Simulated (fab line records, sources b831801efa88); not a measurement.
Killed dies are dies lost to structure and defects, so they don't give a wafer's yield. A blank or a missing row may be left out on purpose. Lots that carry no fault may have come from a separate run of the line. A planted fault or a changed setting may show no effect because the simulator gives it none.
Which tool was responsible? -- flow gf180mcu -- 39 wafers from 13 lots sampled at 4 of the route's 602 steps

## WHAT THE GAUGES SHOWED, per wafer
GF_DUAL_GATE_THK_MEAS_03. Usual: DUAL_GATE_OXIDATION_00_THK typically reads 10.92 nm, with standard deviation 0.24.
lot,measured,on,DUAL_GATE_OXIDATION_00_THK (nm),flag
L226,day 7 23:48,film_metro-04,11.05 11.00 11.02,
L228,day 8 04:13,film_metro-01,11.53 11.20 11.22,
L227,day 8 07:18,film_metro-01,10.95 10.98 10.76,
L229,day 8 10:53,film_metro-01,10.87 10.99 11.08,
L231,day 9 01:52,film_metro-04,10.77 10.85 10.87,
L232,day 9 08:08,film_metro-04,10.94 10.98 11.03,
L235,day 10 04:20,film_metro-01,12.34 12.24 12.24,OFF
L237,day 10 17:29,film_metro-03,12.74 12.63 12.77,OFF
L245,day 13 03:37,film_metro-01,10.73 10.84 10.79,
L246,day 13 09:56,film_metro-04,11.41 11.43 11.26,
L247,day 13 11:23,film_metro-01,11.37 11.19 11.50,
L248,day 14 02:54,film_metro-04,10.59 10.58 10.83,
L249,day 14 04:22,film_metro-03,10.98 10.70 10.72,

GF_M3_OVL_MEAS_15. Usual: M3_OVL typically reads -3 nm, with standard deviation 4.7.
lot,measured,on,M3_OVL (nm),flag
L226,day 21 17:56,overlay-02,-7 -4 -5,
L228,day 22 01:02,overlay-01,-1 -11 -7,
L227,day 22 04:38,overlay-01,4 -1 2,
L229,day 22 08:53,overlay-02,5 -7 4,
L231,day 23 08:14,overlay-01,-4 -3 -5,
L232,day 23 17:14,overlay-01,-9 -4 -5,
L235,day 24 15:38,overlay-02,5 -2 6,
L237,day 25 06:05,overlay-01,-3 -5 0,
L245,day 27 21:59,overlay-01,-2 -1 2,
L246,day 28 04:17,overlay-02,-2 4 0,
L247,day 28 04:26,overlay-01,-3 -2 0,
L248,day 28 19:56,overlay-01,-1 -9 -6,
L249,day 28 21:39,overlay-01,-5 -8 -8,

GF_V3_THK_MEAS_25: measures by xrf. Usual: V3_W_THK typically reads 351 nm, with standard deviation 7.
lot,measured,on,V3_W_THK (nm),flag
L226,day 22 19:13,film_metro-01,356 369 353,
L228,day 23 02:56,film_metro-04,352 345 352,
L227,day 23 05:52,film_metro-03,353 361 360,
L229,day 23 10:35,film_metro-01,351 351 345,
L231,day 24 09:24,film_metro-04,345 347 344,
L232,day 24 17:48,film_metro-03,354 354 354,
L235,day 25 15:52,film_metro-04,342 340 338,
L237,day 26 05:59,film_metro-03,352 358 353,
L245,day 28 20:34,film_metro-04,346 342 345,
L246,day 29 02:40,film_metro-03,354 350 357,
L247,day 29 01:58,film_metro-03,361 363 362,
L248,day 29 18:10,film_metro-03,348 349 351,
L249,day 29 19:13,film_metro-04,333 333 335,

## WHAT TOOL EACH LOT RAN ON (gives the tool, then ch and the chambers of the sampled wafers, and finally the start)
lot,GF_DUAL_GATE_OXIDATION_02
L226,"furnace-01 ch 0, day 7 22:21"
L228,"furnace-01 ch 0, day 8 02:46"
L227,"furnace-02 ch 0, day 8 05:51"
L229,"furnace-01 ch 0, day 8 09:26"
L231,"furnace-02 ch 0, day 9 00:25"
L232,"furnace-02 ch 0, day 9 06:41"
L235,"furnace-02 ch 0, day 10 02:53"
L237,"furnace-02 ch 0, day 10 16:02"
L245,"furnace-01 ch 0, day 13 02:10"
L246,"furnace-02 ch 0, day 13 08:29"
L247,"furnace-02 ch 0, day 13 09:56"
L248,"furnace-01 ch 0, day 14 01:28"
L249,"furnace-01 ch 0, day 14 02:54"
- GF_DUAL_GATE_OXIDATION_02: stabilise 600 s, purge 300 s, target thk 10.887 nm.

## AS READ BY THE TOOLS THEMSELVES (means over the sampled wafers that have a number; for cases with no such wafer, the mark the record gives instead)
GF_DUAL_GATE_OXIDATION_02. Usual: ox_temp_c 900.1 C, standard deviation 0.39; spike_tc_bottom_C 923.4 C, standard deviation 2.7; spike_tc_upper_C 900.2 C, standard deviation 1.1; tube_center_temp_C 899.99 C, standard deviation 0.085.
lot,tool,ox_temp_c (C),spike_tc_bottom_C (C),spike_tc_upper_C (C),tube_center_temp_C (C),flag
L226,furnace-01,900.3,925.6,901.0,899.97,
L228,furnace-01,900.4,925.8,900.9,899.98,
L227,furnace-02,899.6,919.8,899.2,900.01,
L229,furnace-01,899.5,925.5,900.7,899.97,
L231,furnace-02,899.6,920.4,900.1,899.93,
L232,furnace-02,899.9,920.3,899.8,899.95,
L235,furnace-02,899.9,920.7,899.4,900.00,
L237,furnace-02,899.8,920.0,899.1,900.08,
L245,furnace-01,899.9,926.0,901.1,899.95,
L246,furnace-02,900.1,920.0,899.3,900.01,
L247,furnace-02,900.4,919.9,898.9,899.98,
L248,furnace-01,899.8,925.7,900.4,900.02,
L249,furnace-01,899.8,924.9,901.2,900.02,

## THE ANSWER, worked out from the rows above alone
Rule: a lot counts as off when the mean over its wafers that have a number is more than 3 standard deviations away from the usual mean. Also off: a lot with no number at a reading for which 4 or more lots have one. All remaining lots with rows at the step are treated as sound. After the gauges, taken in route order, come the tools' own readings; for these a lot's mean is taken, as printed above. The first step at which some lot is off is used, and at that step the reading that is off furthest; a lot without a number counts as furthest.
Off: L235, L237, at GF_DUAL_GATE_THK_MEAS_03 (DUAL_GATE_OXIDATION_00_THK).
If a tool, at a process step before that reading, ran all the lots that are off and no sound lot after the first of them, it fits. Gauges at GF_DUAL_GATE_THK_MEAS_03: tried the same way as those tools. Not one of the candidates tried fits.

## WHAT THE SIMULATOR HAD INSERTED
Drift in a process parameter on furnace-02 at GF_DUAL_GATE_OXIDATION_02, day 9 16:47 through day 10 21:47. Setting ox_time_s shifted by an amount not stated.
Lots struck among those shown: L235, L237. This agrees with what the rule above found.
